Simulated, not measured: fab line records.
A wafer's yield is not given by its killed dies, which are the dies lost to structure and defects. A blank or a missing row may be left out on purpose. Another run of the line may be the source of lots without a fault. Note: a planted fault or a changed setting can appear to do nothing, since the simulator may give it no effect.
Check of tool commonality	flow sky130	30 wafers sampled across 10 lots

WHAT PROMPTED THE OPENING
At SKY_POLY_GATE_THK_MEAS_01 the reading POLY_GATE_CVD_00_THK is flagged on 2 of 10 lots. No-fault wafers: 179.4 nm, standard deviation 1.4.
Rule: a lot is flagged when every wafer of it that has a number lies more than 4 standard deviations from that mean, or none has a number. As for the other lots, they are considered sound.

lot	measured	on	POLY_GATE_CVD_00_THK (nm), wafer by wafer	flag
L809	day 14 09:36	filmMetro-04	177.3 178.5 177.3	
L812	day 15 08:40	filmMetro-04	180.7 182.7 181.2	
L814	day 15 21:29	filmMetro-03	179.7 180.3 179.5	
L818	day 17 03:41	filmMetro-04	173.1 170.4 160.7	FLAGGED
L819	day 17 21:23	filmMetro-01	157.6 164.0 167.8	FLAGGED
L826	day 20 03:22	filmMetro-03	179.5 179.8 179.8	
L827	day 20 15:08	filmMetro-01	178.4 180.3 178.8	
L829	day 21 03:33	filmMetro-01	179.4 180.2 179.2	
L831	day 21 21:32	filmMetro-01	176.4 178.6 177.2	
L832	day 22 03:20	filmMetro-03	179.4 178.7 179.8	
Average over the flagged lots: 165.6 nm; offset from the usual -13.8 nm, equal to -10 standard deviations.

WHICH TOOL RAN EACH LOT
2 process steps preceding the reading are held in the record, out of 708 steps in the route. In each cell: the tool, then ch and the chambers that the sampled wafers went through, then the start.
lot	flag	SKY_VT_ADJUST_LVTN_STRIP_20	SKY_POLY_GATE_CVD_00
L809		plasmaAsher-01 ch 0,1, day 7 23:50	lpcvd-01 ch 0, day 14 08:24
L812		plasmaAsher-01 ch 1, day 8 16:47	lpcvd-01 ch 1, day 15 07:28
L814		plasmaAsher-03 ch 0,1, day 9 06:11	lpcvd-01 ch 0, day 15 20:17
L818	FLAGGED	plasmaAsher-04 ch 0,1, day 10 05:21	lpcvd-01 ch 0, day 17 02:29
L819	FLAGGED	plasmaAsher-04 ch 0,1, day 10 16:01	lpcvd-01 ch 0, day 17 20:11
L826		plasmaAsher-03 ch 0,1, day 12 13:56	lpcvd-01 ch 0, day 20 02:10
L827		plasmaAsher-03 ch 0,1, day 12 22:35	lpcvd-01 ch 0, day 20 13:56
L829		plasmaAsher-04 ch 0,1, day 13 10:04	lpcvd-01 ch 0, day 21 02:20
L831		plasmaAsher-03 ch 0,1, day 13 23:08	lpcvd-01 ch 0, day 21 20:20
L832		plasmaAsher-04 ch 0,1, day 14 07:38	lpcvd-01 ch 0, day 22 02:08
What these steps do:
- SKY_VT_ADJUST_LVTN_STRIP_20: strips in O2/N2.
- SKY_POLY_GATE_CVD_00: deposits poly-Si, target thk 180 nm, time 720 s.
- SKY_POLY_GATE_THK_MEAS_01

FLAGGED OVER TOTAL, TOOL BY TOOL (the gauges that took the reading come last)
step	tool	lots run	flagged	share of the flagged lots	sound lots run after its first flagged lot
SKY_VT_ADJUST_LVTN_STRIP_20	plasmaAsher-01	2	0	none	-
SKY_VT_ADJUST_LVTN_STRIP_20	plasmaAsher-03	4	0	none	-
SKY_VT_ADJUST_LVTN_STRIP_20	plasmaAsher-04	4	2	all	2 (L829,L832)
SKY_POLY_GATE_CVD_00	lpcvd-01	10	2	all	5 (L826,L827,L829,L831,L832)
SKY_POLY_GATE_THK_MEAS_01	filmMetro-01	4	1	some	3 (L827,L829,L831)
SKY_POLY_GATE_THK_MEAS_01	filmMetro-03	3	0	none	-
SKY_POLY_GATE_THK_MEAS_01	filmMetro-04	3	1	some	0

THE TABLE: WHAT IT ALLOWS
Table rows that saw every flagged lot: 2, namely plasmaAsher-04 at SKY_VT_ADJUST_LVTN_STRIP_20 and lpcvd-01 at SKY_POLY_GATE_CVD_00.
- plasmaAsher-04 at SKY_VT_ADJUST_LVTN_STRIP_20: 2 of its 4 lots flagged. Sound lots followed the first flagged one (L829, L832) on it, something a lasting fault affecting the whole tool could not allow.
- lpcvd-01 at SKY_POLY_GATE_CVD_00: 2 of its 10 lots flagged. Sound lots followed the first flagged one (L826, L827, L829, L831, L832) on it, something a lasting fault affecting the whole tool could not allow. Its own readings (spikeTcCentreC, zonePowerCentrePct) fall more than 4 standard deviations out on all wafers of the flagged lots.
No row of the table ran every flagged lot and no sound lot after the first.

WHAT THE SIMULATOR HAD PUT IN
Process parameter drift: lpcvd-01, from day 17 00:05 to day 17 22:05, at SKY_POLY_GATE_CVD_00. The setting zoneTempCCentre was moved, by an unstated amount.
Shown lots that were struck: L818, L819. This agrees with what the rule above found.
